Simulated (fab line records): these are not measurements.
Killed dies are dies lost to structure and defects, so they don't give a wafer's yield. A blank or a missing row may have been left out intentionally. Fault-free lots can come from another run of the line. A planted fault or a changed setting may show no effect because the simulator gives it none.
Which tool is to blame? ; flow gf180mcu ; 32 wafers from 11 lots sampled at 3 of the route's 602 steps

## WHAT THE GAUGES READ, wafer by wafer
GF_V1_THK_MEAS_03. Usual: V1_CVD_02_THK typically reads 850 nm, with standard deviation 10.
lot;measured;on;V1_CVD_02_THK (nm);flag
L446;day 17 18:39;film metro-02;842 858 849;
L447;day 18 00:15;film metro-04;849 833 858;
L448;day 18 11:45;film metro-03;836 844 849;
L450;day 19 01:31;film metro-03;842 834 854;
L452;day 19 21:43;film metro-02;844 854 849;
L454;day 20 14:37;film metro-02;849 871 868;
L455;day 21 02:06;film metro-02;838 843 850;
L457;day 21 14:38;film metro-03;850 850 858;
L458;day 22 05:26;film metro-03;849 860 860;
L462;day 23 08:11;film metro-03;946 860;OFF
L468;day 25 12:29;film metro-04;847 860 853;

## EACH LOT AND THE TOOL THAT RAN IT (in order: tool; ch and the chambers of the sampled wafers; start)
lot;GF_SALICIDE_RTA_06;GF_V1_CVD_02
L446;rtp anneal-01 ch 0, day 15 17:44;pecvd-04 ch 0,1,2, day 17 18:34
L447;rtp anneal-01 ch 0, day 15 23:54;pecvd-01 ch 0,1,2, day 18 00:10
L448;rtp anneal-01 ch 0, day 16 10:35;pecvd-01 ch 0,1,2, day 18 11:41
L450;rtp anneal-01 ch 0, day 16 23:17;pecvd-04 ch 0,1, day 19 01:26
L452;rtp anneal-01 ch 0, day 17 19:05;pecvd-01 ch 1,2, day 19 21:38
L454;rtp anneal-01 ch 0, day 18 10:54;pecvd-02 ch 0,1, day 20 14:32
L455;rtp anneal-02 ch 0, day 18 22:20;pecvd-01 ch 0,1,2, day 21 02:02
L457;rtp anneal-02 ch 0, day 19 12:11;pecvd-04 ch 0,1,2, day 21 14:34
L458;rtp anneal-01 ch 0, day 20 01:37;pecvd-04 ch 0,2, day 22 05:21
L462;rtp anneal-02 ch 0, day 21 05:59;pecvd-04 ch 1,2, day 23 08:07
L468;rtp anneal-01 ch 0, day 23 13:27;pecvd-01 ch 0,1, day 25 12:24
- GF_SALICIDE_RTA_06: time 30 s.
- GF_V1_CVD_02: deposits SiO2 from TEOS, target thk 850 nm, time 94.851 s.

## WHAT THE TOOLS THEMSELVES READ (means of the sampled wafers that have a number; where no wafer has one, the mark that the record gives instead)
GF_SALICIDE_RTA_06. Usual: lamp power pct 6.12 %, standard deviation 0.11; wafer_temp_C_max 531.7, standard deviation 0.54.
lot;tool;lamp power pct (%);wafer_temp_C_max;flag
L446;rtp anneal-01;6.21;531.8;
L447;rtp anneal-01;6.21;531.6;
L448;rtp anneal-01;6.21;531.1;
L450;rtp anneal-01;6.21;531.4;
L452;rtp anneal-01;6.21;531.4;
L454;rtp anneal-01;6.22;531.7;
L455;rtp anneal-02;5.97;531.8;
L457;rtp anneal-02;5.98;532.1;
L458;rtp anneal-01;6.21;531.5;
L462;rtp anneal-02;5.97;531.9;
L468;rtp anneal-01;6.21;531.7;

GF_V1_CVD_02. Usual: heater power outer w 403 W, standard deviation 54; heater power w 656 W, standard deviation 110; run length s 122.9 s, standard deviation 0.43.
lot;tool;heater power outer w (W);heater power w (W);run length s (s);flag
L446;pecvd-04;351;565;122.8;
L447;pecvd-01;430;728;123.1;
L448;pecvd-01;400;684;123.1;
L450;pecvd-04;415;659;122.8;
L452;pecvd-01;434;765;123.2;
L454;pecvd-02;434;700;122.8;
L455;pecvd-01;450;750;123.0;
L457;pecvd-04;383;604;122.9;
L458;pecvd-04;390;611;123.1;
L462;pecvd-04;378;574;128.4;OFF
L468;pecvd-01;401;639;123.1;

## THE ANSWER, worked out from the rows above alone
Rule: a lot is off if the mean of its wafers that have a number lies more than 3 standard deviations from the usual mean. Also off: a lot with no number at a reading for which 4 or more lots have one. The other lots that the step has rows for count as sound. The gauges are gone through in route order, then the tools' own readings, and for those a lot's mean is taken as printed above. The first step at which some lot is off is used, and at that step the reading that is off furthest; a lot without a number counts as furthest.
Off: L462, seen at GF_V1_THK_MEAS_03 (V1_CVD_02_THK).
If a tool, at a process step before that reading, ran all the lots that are off and no sound lot after the first of them, it fits. Not tried: the gauges at GF_V1_THK_MEAS_03; whatever is off there is also off at GF_V1_CVD_02, on other tools, and gauge error can't account for it. This does not decide it: 2 tools fit, namely rtp anneal-02 at GF_SALICIDE_RTA_06 and pecvd-04 at GF_V1_CVD_02.

## WHAT HAD BEEN PUT IN BY THE SIMULATOR
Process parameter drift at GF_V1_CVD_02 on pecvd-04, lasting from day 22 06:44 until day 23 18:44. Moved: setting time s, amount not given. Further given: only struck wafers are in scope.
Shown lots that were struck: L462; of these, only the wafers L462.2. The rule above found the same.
